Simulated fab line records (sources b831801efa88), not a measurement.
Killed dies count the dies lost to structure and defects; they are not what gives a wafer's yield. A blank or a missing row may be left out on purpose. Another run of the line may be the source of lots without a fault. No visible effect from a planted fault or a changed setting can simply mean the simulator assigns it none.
fab line records	flow sky130
record lots=6	wafers=18	last_day=49
route steps=708 shown VIA4@648 METAL5@661 PAD_OPEN@708
lots with no fault: from the same line, run without faults
start_h: hours from the record's opening day to when the first of the lot's shown wafers began	wait_h: hours since the lot's step before	" unchanged from the row above	L1.1+2: a single row standing in for several wafers	- either no value or no given start	* or withheld: withheld	< > ~ a bound
route shown NAME@n: NAME is a module with steps in the file, n the number in the route of the first one	usual: mean and standard deviation over wafers with no fault	same: alike in all rows	chamber/n: place in a boat	sites: each site's reading	_std_site: their standard deviation	_edge_site: outer sites' mean less inner sites'	radius_mm: for every site, how far away it sits from the centre of the wafer	mask NAME#n: copy n	behind: the last tool/chamber to shape the wafer	hold: why the lot was held/for how many hours/how that ended	device: the n, p or np transistor that did not switch	end of line: the route-end tests of the same wafers	where a step has no rows: the recipe by itself	killed: the dies lost at the first sort to structure and to defects; this is not the yield of the wafer	map: the dies of a wafer, with x for killed, . for not killed, _ for no die there
set.NAME: the setting the step ran with; set.NAME@STEP: the setting that earlier step ran with	model.NAME: the simulator's own value behind a step, which no gauge read
lots at selected steps of the route; one table per step, one row per wafer
services: a tool's chamber out of use, with start hour (start_h, from the record's first day; less than 0 if before it), hours out, and reason
## steps
# step SKY_VIA4_PEB_09
# recipe temp_c=withheld	time_s=*	resist=NOVOLAK
# step SKY_VIA4_DEVELOP_10
# recipe resist=NOVOLAK	developer=TMAH	develop_time_s=60	dev_temp_c=23
# step SKY_VIA4_OVL_MEAS_11
# usual VIA4_OVL=-0.8/1.5
lot.wafer	tool	chamber	start_h	wait_h	VIA4_OVL[nm]
L988.1	overlay-01	-	993.44	0.1	-1.3
L988.2	"	-	"	"	-1.9
L988.6	"	-	"	"	0.2
L998.2	overlay-01	-	1075.63	0.1	0.3
L998.3	"	-	"	"	-1.0
L998.6	"	-	"	"	-2.1
L103.3	overlay-01	-	1099.80	0.1	2.4
L103.5	"	-	"	"	3.0
L103.6	"	-	"	"	2.0
L106.1	overlay-02	-	1114.73	0.1	0.4
L106.2	"	-	"	"	-0.8
L106.5	"	-	"	"	-0.1
L108.3	overlay-01	-	1130.15	0.1	-2.5
L108.5	"	-	"	"	-2.6
L108.6	"	-	"	"	-2.4
L109.1	overlay-02	-	1131.25	0.1	-1.2
L109.3	"	-	"	"	-0.1
L109.5	"	-	"	"	-1.4
# step SKY_VIA4_ETCH_12
# recipe target=SiO2	chemistry=C4F8/O2/Ar	stop_on=TiN	mask_material=NOVOLAK	source_w=1500	bias_w=1200	pressure_mtorr=40	c4f8_flow_sccm=withheld	O2_flow_sccm=6	Ar_flow_sccm=300	time_s=withheld	target_depth_a=5800
# usual oes_product_au=0.926/0.0046
lot.wafer	tool	chamber	start_h	wait_h	oes_product_au
L988.1	rie_diel-01	0	993.47	0.0	0.922
L988.2	"	3	"	"	0.920
L988.6	"	1	"	"	0.921
L998.2	rie_diel-02	2	1075.66	0.0	0.926
L998.3	"	1	"	"	0.931
L998.6	"	1	"	"	0.927
L103.3	rie_diel-02	0	1099.82	0.0	0.929
L103.5	"	1	"	"	0.921
L103.6	"	0	"	"	0.925
L106.1	rie_diel-04	3	1114.76	0.0	0.926
L106.2	"	2	"	"	0.932
L106.5	"	1	"	"	0.928
L108.3	rie_diel-02	0	1130.17	0.0	0.917
L108.5	"	0	"	"	0.934
L108.6	"	2	"	"	0.919
L109.1	rie_diel-04	3	1131.29	0.0	0.929
L109.3	"	2	"	"	0.928
L109.5	"	2	"	"	0.920
# step SKY_VIA4_STRIP_13
# recipe chemistry=O2/N2	power_w=1400	pressure_mtorr=1500	platen_temp_c=withheld	o2_flow_sccm=3000	n2_flow_sccm=300	overash_fraction=0.5
# usual drypump_motor_current_A=5.8/0.32	oes_product_au=0.709/0.0048	strip_time_to_endpoint_s=12.801/0.029
lot.wafer	tool	chamber	start_h	wait_h	drypump_motor_current_A	oes_product_au	rf_hours_counter_h	strip_time_to_endpoint_s
L988.1	plasma_asher-04	1	993.54	-	5.4	0.719	24	12.785
L988.2	"	0	"	"	6.1	0.720	24	12.814
L988.6	"	1	"	"	5.4	0.705	-	12.881
L998.2	plasma_asher-02	0	1075.73	-	5.2	0.703	65	12.804
L998.3	"	0	"	"	5.2	0.715	-	12.777
L998.6	"	0	"	"	5.2	0.709	-	12.831
L103.3	plasma_asher-01	1	1099.93	-	5.7	0.714	-	12.835
L103.5	"	1	"	"	5.7	0.713	-	12.812
L103.6	"	0	"	"	6.0	0.712	-	12.803
L106.1	plasma_asher-01	1	1114.83	-	5.7	0.715	4	12.781
L106.2	"	0	"	"	5.9	0.708	4	12.816
L106.5	"	1	"	"	5.7	0.704	-	12.728
L108.3	plasma_asher-02	1	1130.28	-	6.0	0.703	-	12.780
L108.5	"	1	"	"	6.0	0.707	-	12.777
L108.6	"	0	"	"	5.2	0.707	-	12.745
L109.1	plasma_asher-04	1	1131.36	-	5.4	0.710	37	12.811
L109.3	"	1	"	"	5.4	0.712	-	12.788
L109.5	"	1	"	"	5.4	0.702	-	12.759
# step SKY_VIA4_STRIP_14
# recipe chemistry=post_etch_residue_remover	time_s=1200	temp_c=72.5
# step SKY_VIA4_CLEAN_15
# recipe chemistry=IPA	time_s=180	temp_c=25
# step SKY_VIA4_CLEAN_16
# recipe chemistry=O3/DIW	dry=n2_spin
# step SKY_VIA4_SPUTTER_17
# recipe material=TiN	target_thk_nm=20	chamber_pressure_pa=5	power_w=4000	time_s=80
# usual throttle_valve_pct=30.0/1.1
# same time_s=80
lot.wafer	tool	chamber	start_h	wait_h	throttle_valve_pct
L988.1	pvd_sputter-02	-	994.18	0.0	30.7
L988.2	"	-	"	"	31.1
L988.6	"	-	"	"	29.5
L998.2	pvd_sputter-01	-	1076.33	0.0	30.5
L998.3	"	-	"	"	29.5
L998.6	"	-	"	"	29.6
L103.3	pvd_sputter-04	-	1100.52	0.0	31.8
L103.5	"	-	"	"	28.0
L103.6	"	-	"	"	30.7
L106.1	pvd_sputter-02	-	1115.43	0.0	30.9
L106.2	"	-	"	"	29.0
L106.5	"	-	"	"	29.5
L108.3	pvd_sputter-04	-	1130.84	0.0	30.5
L108.5	"	-	"	"	30.5
L108.6	"	-	"	"	30.7
L109.1	pvd_sputter-04	-	1131.99	0.0	27.5
L109.3	"	-	"	"	30.6
L109.5	"	-	"	"	30.5
# step SKY_VIA4_CVD_18
# recipe material=W	target_thk_nm=505	time_s=152.14	temp_c=400	pressure_torr=40
# usual heater_power_w=808/48	susceptor_temp_C=399.98/0.23
# same time_s=152.14
lot.wafer	tool	chamber	start_h	wait_h	heater_power_w	susceptor_temp_C
L988.1	cvd_w-01	0	994.24	0.0	821	399.89
L988.2	"	1	"	"	743	400.44
L988.6	"	0	"	"	807	399.98
L998.2	cvd_w-01	0	1076.39	0.0	796	399.77
L998.3	"	0	"	"	808	399.67
L998.6	"	0	"	"	834	399.70
L103.3	cvd_w-02	0	1100.64	0.1	890	399.84
L103.5	"	0	"	"	911	399.90
L103.6	"	1	"	"	824	399.93
L106.1	cvd_w-02	1	1115.49	0.0	838	399.96
L106.2	"	0	"	"	895	399.99
L106.5	"	0	"	"	890	400.28
L108.3	cvd_w-01	0	1130.95	0.1	800	400.14
L108.5	"	1	"	"	752	400.33
L108.6	"	0	"	"	816	399.86
L109.1	cvd_w-01	1	1132.05	0.0	758	399.79
L109.3	"	0	"	"	825	400.16
L109.5	"	0	"	"	823	399.78
# step SKY_VIA4_RS_MEAS_19
# recipe thk_meas_gauge=four-point-probe	reads=W_of_VIA4_CVD_18+TiN_of_VIA4_SPUTTER_17
# usual VIA4_W_RS=0.2249/0.0021
lot.wafer	tool	chamber	start_h	wait_h	VIA4_W_RS[ohm/sq]
L988.1	film_metro-04	-	994.39	0.1	0.2254
L988.2	"	-	"	"	0.2266
L988.6	"	-	"	"	0.2250
L998.2	film_metro-02	-	1076.56	0.1	0.2227
L998.3	"	-	"	"	0.2234
L998.6	"	-	"	"	0.2263
L103.3	film_metro-01	-	1100.78	0.1	0.2258
L103.5	"	-	"	"	0.2250
L103.6	"	-	"	"	0.2240
L106.1	film_metro-02	-	1115.64	0.1	0.2212
L106.2	"	-	"	"	0.2242
L106.5	"	-	"	"	0.2232
L108.3	film_metro-04	-	1131.09	0.1	0.2234
L108.5	"	-	"	"	0.2267
L108.6	"	-	"	"	0.2265
L109.1	film_metro-01	-	1132.20	0.1	0.2239
L109.3	"	-	"	"	0.2241
L109.5	"	-	"	"	0.2267
# step SKY_VIA4_THK_MEAS_20
# recipe thk_meas_gauge=xrf	reads=W_of_VIA4_CVD_18
# usual VIA4_W_THK=504/5.8
lot.wafer	tool	chamber	start_h	wait_h	VIA4_W_THK[nm]
L988.1	film_metro-04	-	994.51	0.1	498
L988.2	"	-	"	"	496
L988.6	"	-	"	"	496
L998.2	film_metro-02	-	1076.67	0.1	509
L998.3	"	-	"	"	508
L998.6	"	-	"	"	505
L103.3	film_metro-01	-	1100.88	0.1	502
L103.5	"	-	"	"	503
L103.6	"	-	"	"	503
L106.1	film_metro-02	-	1115.76	0.1	514
L106.2	"	-	"	"	505
L106.5	"	-	"	"	505
L108.3	film_metro-04	-	1131.19	0.1	509
L108.5	"	-	"	"	501
L108.6	"	-	"	"	503
L109.1	film_metro-01	-	1132.32	0.1	509
L109.3	"	-	"	"	510
L109.5	"	-	"	"	504
# step SKY_VIA4_CMP_21
# recipe stop_on=SiO2	t_overpolish_s=25	down_force_psi=3.5	platen_rpm=60	target_thk_nm=0	pad_velocity_m_s=0.94248
# usual edge_zone_pressure_frac=1.000/0.0052	head_pressure_psi=3.499/0.0076	motor_current_A=11.2/1	overpolish_run_s=25.001/0.0087	t_overpolish_s=25/0	time_to_endpoint_s=123/3.8
lot.wafer	tool	chamber	start_h	wait_h	edge_zone_pressure_frac	head_pressure_psi	motor_current_A	overpolish_run_s	t_overpolish_s	time_to_endpoint_s
L988.2	cmp-01	3	994.94	0.4	0.999	3.505	11.6	25.008	25	122
L988.1	"	0	"	"	1.006	3.499	12.8	25.018	25	125
L988.6	"	1	"	"	1.006	3.505	11.2	25.017	25	119
L998.2	cmp-01	1	1077.03	0.4	1.009	3.496	10.9	24.989	25	121
L998.3	"	2	"	"	1.004	3.496	10.5	25.016	25	122
L998.6	"	0	"	"	1.000	3.506	13.0	25.004	25	127
L103.3	cmp-01	3	1101.07	0.2	0.996	3.497	11.2	24.987	25	114
L103.6	"	0	"	"	0.993	3.510	12.4	24.994	25	122
L103.5	"	1	"	"	0.997	3.500	10.3	28.553	28.556	114
L106.2	cmp-01	1	1115.87	0.1	0.994	3.503	11.2	28.557	28.556	117
L106.1	"	2	"	"	1.005	3.505	10.7	25.007	25	125
L106.5	"	0	"	"	1.000	3.505	11.7	25.004	25	124
L108.3	cmp-02	0	1131.23	0.0	0.997	3.502	9.7	25.015	25	125
L108.6	"	0	"	"	1.004	3.503	10.0	25.005	25	126
L108.5	"	1	"	"	0.991	3.473	12.3	25.008	25	124
L109.3	cmp-02	2	1132.51	0.2	0.996	3.510	11.7	25.004	25	125
L109.1	"	3	"	"	1.007	3.508	9.5	25.005	25	121
L109.5	"	2	"	"	1.010	3.510	11.9	24.988	25	121
# step SKY_METAL5_SPUTTER_00
# recipe material=Ti	target_thk_nm=15	power_w=3000	time_s=10	chamber_pressure_pa=0.4
# usual throttle_valve_pct=29.7/0.78
# same time_s=10
lot.wafer	tool	chamber	start_h	wait_h	throttle_valve_pct
L988.1	pvd_sputter-03	-	995.14	0.1	30.3
L988.2	"	-	"	"	29.6
L988.6	"	-	"	"	30.5
L998.2	pvd_sputter-01	-	1077.23	0.1	30.4
L998.3	"	-	"	"	29.4
L998.6	"	-	"	"	29.9
L103.3	pvd_sputter-03	-	1101.22	0.1	28.3
L103.5	"	-	"	"	30.5
L103.6	"	-	"	"	29.9
L106.1	pvd_sputter-01	-	1116.12	0.1	30.8
L106.2	"	-	"	"	28.7
L106.5	"	-	"	"	29.6
L108.3	pvd_sputter-03	-	1131.53	0.2	28.2
L108.5	"	-	"	"	28.3
L108.6	"	-	"	"	29.7
L109.1	pvd_sputter-02	-	1132.81	0.2	30.9
L109.3	"	-	"	"	29.3
L109.5	"	-	"	"	29.2
# step SKY_PAD_OPEN_PROBE_99
# usual defect_limited_yield=82.3/1.8	killed_at_M0_to_M3=44/7.2	killed_at_M4_up=3.1/1.8	killed_at_contacts=24/4.5	killed_at_front_end=16/4.4	killed_at_other=0.2/0.42	killed_dies=87/8.9	killed_open=48/6.4	killed_short=39/6.2	sort_bin_3_pad_short=0.9/0.46	sort_bin_5_function=10.5/1.6	sort_bin_6_memory=6.3/1.1	sort_n_pass=405/8.9	sort_yield_pct=82.3/1.8
# same gross_dies=492	killed_at_back_side=0	sort_bin_4_leakage[%]=0	sort_bin_8_speed[%]=0
lot.wafer	tool	chamber	start_h	wait_h	defect_limited_yield[%]	killed_at_M0_to_M3	killed_at_M4_up	killed_at_contacts	killed_at_front_end	killed_at_other	killed_dies	killed_open	killed_short	sort_bin_3_pad_short[%]	sort_bin_5_function[%]	sort_bin_6_memory[%]	sort_n_pass	sort_yield_pct[%]
L998.2	prober-02	-	1139.36	0.1	82.9	42	2	23	17	0	84	45	39	1.0	10.6	5.5	408	82.9
L998.3	prober-02	-	1139.41	0.2	81.3	47	2	22	21	0	92	54	38	0.6	12.0	6.1	400	81.3
L998.6	prober-02	-	1139.56	0.2	78.3	57	7	25	18	0	107	56	51	1.2	11.2	9.3	385	78.3
L103.3	prober-01	-	1158.80	0.2	80.9	42	4	26	22	0	94	55	39	1.2	11.6	6.3	398	80.9
L103.5	prober-01	-	1158.90	0.2	80.1	51	7	26	14	0	98	56	42	1.6	11.2	7.1	394	80.1
L103.6	prober-01	-	1158.95	0.2	83.9	39	3	24	13	0	79	46	33	0.6	9.3	6.1	413	83.9
# killed by level:class
L998.2 CONTACT:geometric_particle:open=12 VIA1:geometric_particle:open=11 VIA1:geometric_particle:short=9 VIA3:geometric_particle:short=5 FIELD_ISO:geometric_particle:open=4 FIELD_ISO:geometric_particle:short=4 LOCAL_INTERCONNECT:geometric_particle:short=4 VIA3:geometric_particle:open=4
L998.3 VIA1:geometric_particle:open=11 CONTACT:geometric_particle:open=9 VIA3:geometric_particle:open=8 CONTACT:geometric_particle:short=8 FIELD_ISO:geometric_particle:open=6 METAL2:geometric_particle:short=6 POLY_GATE:geometric_particle:open=5 VIA2:geometric_particle:open=5
L998.6 VIA1:geometric_particle:open=14 VIA1:geometric_particle:short=11 CONTACT:geometric_particle:open=10 POLY_GATE:geometric_particle:open=7 METAL2:geometric_particle:short=7 LI_CONTACT:geometric_particle:open=6 VIA3:geometric_particle:short=6 VIA3:geometric_particle:open=6
L103.3 CONTACT:geometric_particle:open=13 VIA1:geometric_particle:open=11 POLY_GATE:geometric_particle:open=9 METAL1:geometric_particle:short=8 VIA2:geometric_particle:open=7 POLY_GATE:geometric_particle:short=7 LI_CONTACT:geometric_particle:open=7 METAL2:geometric_particle:short=6
L103.5 VIA1:geometric_particle:open=19 LI_CONTACT:geometric_particle:open=7 METAL1:geometric_particle:short=6 LI_CONTACT:geometric_particle:short=6 CONTACT:geometric_particle:short=5 VIA3:geometric_particle:open=5 CONTACT:geometric_particle:open=5 VIA2:geometric_particle:short=5
L103.6 VIA1:geometric_particle:open=11 LI_CONTACT:geometric_particle:open=10 LOCAL_INTERCONNECT:geometric_particle:short=6 METAL1:geometric_particle:short=5 VIA3:geometric_particle:open=5 CONTACT:geometric_particle:open=4 METAL2:geometric_particle:short=4 FIELD_ISO:geometric_particle:open=3
## services
tool	chamber	start_h	hours	kind
cvd_w-01	-	985.84	0.9	repair
cmp-02	-	988.13	19.9	repair
rie_diel-02	-	988.51	0.8	repair
rie_diel-04	3	1009.81	1.7	repair
cmp-02	-	1012.49	1.8	repair
cmp-02	-	1013.44	1.9	repair
cmp-01	-	1018.39	0.4	repair
pvd_sputter-02	-	1026.93	14.8	repair
pvd_sputter-04	-	1034.14	2.7	repair
cmp-02	-	1039.80	1.0	repair
cmp-02	-	1046.02	7.1	pm
cvd_w-01	1	1054.61	3.8	repair
plasma_asher-01	-	1055.25	9.0	pm
cvd_w-02	-	1066.48	28.1	pm
rie_diel-04	0	1071.92	2.9	repair
rie_diel-02	3	1072.62	4.7	repair
pvd_sputter-01	-	1078.96	7.6	repair
pvd_sputter-01	-	1083.45	3.5	repair
cvd_w-01	-	1100.42	6.9	pm
pvd_sputter-03	-	1104.57	3.2	repair
cvd_w-01	0	1107.38	9.3	repair
pvd_sputter-02	-	1124.26	5.4	repair
rie_diel-02	1	1128.09	5.0	repair
pvd_sputter-01	-	1130.21	2.6	repair
## key
first_sign step=SKY_VIA4_CMP_21	reading=t_overpolish_s	direction=up	sigmas=99+	usual=25	struck=28.556
effect step=SKY_VIA4_CMP_21	reading=overpolish_run_s	direction=up	sigmas=99+	usual=25.001	struck=28.555
met_at SKY_VIA4_CMP_21
struck_wafers L103.5,L106.2
onset_between 1077.03 1101.07
fault kind=process_parameter_drift	tool=cmp-01	chamber=1	onset_h=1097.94	steps=SKY_VIA4_CMP_21	channel=t_overpolish_s	offset=3.556	shape=step	end_h=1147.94	acts_in=these_recipes_only	stated=25
